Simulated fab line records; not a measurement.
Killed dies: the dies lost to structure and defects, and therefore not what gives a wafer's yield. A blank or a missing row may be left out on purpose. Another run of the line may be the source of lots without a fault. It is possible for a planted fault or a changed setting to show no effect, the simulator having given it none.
Which tool is to blame? | flow sky130 | 11 lots, 33 wafers sampled, at 5 steps of a route of 708

WHAT EACH GAUGE READ, for each wafer
SKY_VT_ADJUST_NCORE_OVL_MEAS_08. Usual: for VT_ADJUST_NCORE_OVL the level is 0.7 nm and the standard deviation is 1.5.
lot  | measured     | on         | VT_ADJUST_NCORE_OVL (nm) | flag
L397 | day 9 04:22  | overlay-02 | 0.6 1.3 -0.6             |
L398 | day 9 09:38  | overlay-02 | 0.5 0.8 1.3              |
L399 | day 9 16:19  | overlay-01 | -0.9 -0.1 -1.7           |
L403 | day 10 20:57 | overlay-02 | 1.2 2.3 2.6              |
L407 | day 12 07:11 | overlay-02 | 1.3 1.3 1.0              |
L412 | day 13 20:28 | overlay-01 | 1.5 0.9 -0.4             |
L413 | day 14 02:34 | overlay-02 | -0.9 -0.8 2.4            |
L415 | day 14 13:24 | overlay-02 | 2.6 2.6 1.6              |
L417 | day 15 03:43 | overlay-01 | 0.1 -0.9 -3.4            |
L418 | day 15 09:52 | overlay-01 | -1.1 0.4 -2.5            |
L419 | day 15 16:13 | overlay-02 | 3.0 2.3 2.8              |

WHICH TOOL RAN EACH LOT (tool, then ch and the chambers of the sampled wafers, then the start)
lot  | SKY_FIELD_ISO_ETCH_15             | SKY_FIELD_ISO_CMP_27         | SKY_VT_ADJUST_LVTN_COAT_02        | SKY_VT_ADJUST_LVTN_STRIP_09
L397 | rie_diel-03 ch 0,1,2, day 2 10:31 | cmp-02 ch 0,1,3, day 2 17:39 | litho_track-03 ch 0, day 6 23:43  | plasma_asher-02 ch 1, day 7 10:24
L398 | rie_diel-04 ch 0,2,3, day 2 14:56 | cmp-02 ch 0,1, day 2 21:30   | litho_track-01 ch 0, day 7 03:21  | plasma_asher-02 ch 0,1, day 7 13:55
L399 | rie_diel-04 ch 2,3, day 2 21:10   | cmp-01 ch 1,2,3, day 3 00:34 | litho_track-03 ch 0, day 7 10:49  | plasma_asher-02 ch 0, day 7 21:08
L403 | rie_diel-01 ch 0,2, day 3 18:53   | cmp-02 ch 0,2,3, day 3 23:58 | litho_track-03 ch 0, day 8 10:13  | plasma_asher-04 ch 0,1, day 8 22:08
L407 | rie_diel-03 ch 1,3, day 4 13:50   | cmp-02 ch 0,2,3, day 4 22:32 | litho_track-03 ch 0, day 9 19:07  | plasma_asher-03 ch 0,1, day 10 07:08
L412 | rie_diel-04 ch 1,2, day 5 18:02   | cmp-02 ch 1,2, day 6 00:05   | litho_track-01 ch 0, day 11 03:19 | plasma_asher-04 ch 0,1, day 11 15:36
L413 | rie_diel-03 ch 0,2,3, day 5 23:20 | cmp-02 ch 0,1,3, day 6 04:30 | litho_track-02 ch 0, day 11 08:53 | plasma_asher-03 ch 0,1, day 11 21:36
L415 | rie_diel-04 ch 0,2, day 6 09:45   | cmp-01 ch 0,1,3, day 6 13:35 | litho_track-01 ch 0, day 11 17:57 | plasma_asher-04 ch 0,1, day 12 07:09
L417 | rie_diel-04 ch 0,1,2, day 6 19:11 | cmp-02 ch 0,2,3, day 6 23:09 | litho_track-02 ch 0, day 12 06:29 | plasma_asher-02 ch 0,1, day 12 19:22
L418 | rie_diel-01 ch 1,2,3, day 6 23:29 | cmp-01 ch 0,1,3, day 7 04:09 | litho_track-02 ch 0, day 12 13:18 | plasma_asher-02 ch 0,1, day 13 01:53
L419 | rie_diel-03 ch 0,1, day 7 04:11   | cmp-01 ch 0,1,3, day 7 07:38 | litho_track-03 ch 0, day 12 16:53 | plasma_asher-04 ch 0,1, day 13 07:02
- SKY_FIELD_ISO_ETCH_15: etches the open film in CHF3/O2, stops on Si, target depth 180 nm, time 72 s.
- SKY_FIELD_ISO_CMP_27: polishes, stops on Si3N4, t overpolish 16 s, target thk 457.8 nm.
- SKY_VT_ADJUST_LVTN_COAT_02: resist thk 3000 nm.
- SKY_VT_ADJUST_LVTN_STRIP_09: strips in O2/N2.

WHAT THE TOOLS THEMSELVES READ (means of the sampled wafers that have a number; where no wafer has one, the mark that the record gives instead)
SKY_FIELD_ISO_ETCH_15. Usual: bias_w 199.9 W, standard deviation 0.64; drypump_motor_current_A 6.0 A, standard deviation 0.56; oes_product_au 0.946 a.u., standard deviation 0.0065; throttle_valve_pct 8.845 %, standard deviation 0.0086.
lot  | tool        | bias_w (W) | drypump_motor_current_A (A) | oes_product_au (a.u.) | throttle_valve_pct (%) | flag
L397 | rie_diel-03 | 200.0      | 5.7                         | 0.947                 | 8.854                  |
L398 | rie_diel-04 | 199.4      | 6.1                         | 0.956                 | 8.847                  |
L399 | rie_diel-04 | 199.8      | 6.0                         | 0.956                 | 8.853                  |
L403 | rie_diel-01 | 199.6      | 6.1                         | 0.942                 | 8.853                  |
L407 | rie_diel-03 | 199.8      | 5.2                         | 0.944                 | 8.848                  |
L412 | rie_diel-04 | 200.5      | 6.5                         | 0.948                 | 8.833                  |
L413 | rie_diel-03 | 200.4      | 5.6                         | 0.946                 | 8.837                  |
L415 | rie_diel-04 | 199.9      | 6.6                         | 0.952                 | 8.846                  |
L417 | rie_diel-04 | 200.4      | 6.6                         | 0.947                 | 8.846                  |
L418 | rie_diel-01 | 200.4      | 6.1                         | 0.938                 | 8.846                  |
L419 | rie_diel-03 | 198.7      | 5.9                         | 0.949                 | 8.847                  |

SKY_FIELD_ISO_CMP_27. Usual: head_pressure_psi 4.000 psi, standard deviation 0.0088; motor_current_A 12.4 A, standard deviation 1.3; overpolish_run_s 16.001 s, standard deviation 0.0096; time_to_endpoint_s 109 s, standard deviation 4.5.
lot  | tool   | head_pressure_psi (psi) | motor_current_A (A) | overpolish_run_s (s) | time_to_endpoint_s (s) | flag
L397 | cmp-02 | 4.003                   | 13.0                | 16.000               | 111                    |
L398 | cmp-02 | 4.002                   | 13.5                | 15.998               | 114                    |
L399 | cmp-01 | 4.007                   | 11.8                | 16.001               | 112                    |
L403 | cmp-02 | 4.007                   | 12.4                | 16.006               | 114                    |
L407 | cmp-02 | 3.994                   | 12.2                | 16.005               | 106                    |
L412 | cmp-02 | 4.010                   | 12.8                | 16.003               | 106                    |
L413 | cmp-02 | 3.991                   | 13.5                | 15.997               | 111                    |
L415 | cmp-01 | 3.998                   | 11.2                | 16.003               | 108                    |
L417 | cmp-02 | 4.000                   | 12.8                | 15.992               | 107                    |
L418 | cmp-01 | 3.991                   | 11.5                | 16.005               | 109                    |
L419 | cmp-01 | 3.999                   | 11.6                | 16.000               | 113                    |

SKY_VT_ADJUST_LVTN_COAT_02. Usual: 1999.7 rpm for spin_speed_rpm, sd 1.4.
lot  | tool           | spin_speed_rpm (rpm) | flag
L397 | litho_track-03 | 1999.8               |
L398 | litho_track-01 | 1999.2               |
L399 | litho_track-03 | 1999.1               |
L403 | litho_track-03 | 2000.9               |
L407 | litho_track-03 | 1999.7               |
L412 | litho_track-01 | 1999.2               |
L413 | litho_track-02 | 2000.4               |
L415 | litho_track-01 | 2001.2               |
L417 | litho_track-02 | 1999.5               |
L418 | litho_track-02 | 2000.6               |
L419 | litho_track-03 | 2000.1               |

SKY_VT_ADJUST_LVTN_STRIP_09. Usual: drypump_motor_current_A 5.8 A, standard deviation 0.63; oes_product_au 0.723 a.u., standard deviation 0.0053; strip_time_to_endpoint_s 36.97 s, standard deviation 0.12.
lot  | tool            | drypump_motor_current_A (A) | oes_product_au (a.u.) | strip_time_to_endpoint_s (s) | flag
L397 | plasma_asher-02 | 4.7                         | 0.725                 | 36.80                        |
L398 | plasma_asher-02 | 5.7                         | 0.720                 | 37.14                        |
L399 | plasma_asher-02 | 6.2                         | 0.724                 | 37.07                        |
L403 | plasma_asher-04 | 6.1                         | 0.725                 | 38.02                        | OFF
L407 | plasma_asher-03 | 5.8                         | 0.715                 | 38.11                        | OFF
L412 | plasma_asher-04 | 6.3                         | 0.719                 | 36.84                        |
L413 | plasma_asher-03 | 6.0                         | 0.728                 | 36.89                        |
L415 | plasma_asher-04 | 6.3                         | 0.724                 | 36.93                        |
L417 | plasma_asher-02 | 5.2                         | 0.722                 | 36.84                        |
L418 | plasma_asher-02 | 5.7                         | 0.718                 | 37.04                        |
L419 | plasma_asher-04 | 6.3                         | 0.722                 | 36.84                        |

THE ANSWER, worked out from the rows above alone
Rule: a lot is off if the mean of its wafers that have a number lies more than 3 standard deviations from the usual mean. A lot without any number at a reading at which 4 lots or more have one is off too. Where the step has rows for the other lots, those lots are counted as sound. After the gauges, taken in route order, come the tools' own readings; for these a lot's mean is taken, as printed above. The first step at which some lot is off is used, and at that step the reading that is off furthest; a lot without a number counts as furthest.
Off: L403, L407, at SKY_VT_ADJUST_LVTN_STRIP_09 (strip_time_to_endpoint_s).
If a tool, at that step or one of the process steps before it, ran each lot that is off and ran no sound lot following the first of them, it fits. None of those tried fits.

WHAT THE SIMULATOR PUT IN
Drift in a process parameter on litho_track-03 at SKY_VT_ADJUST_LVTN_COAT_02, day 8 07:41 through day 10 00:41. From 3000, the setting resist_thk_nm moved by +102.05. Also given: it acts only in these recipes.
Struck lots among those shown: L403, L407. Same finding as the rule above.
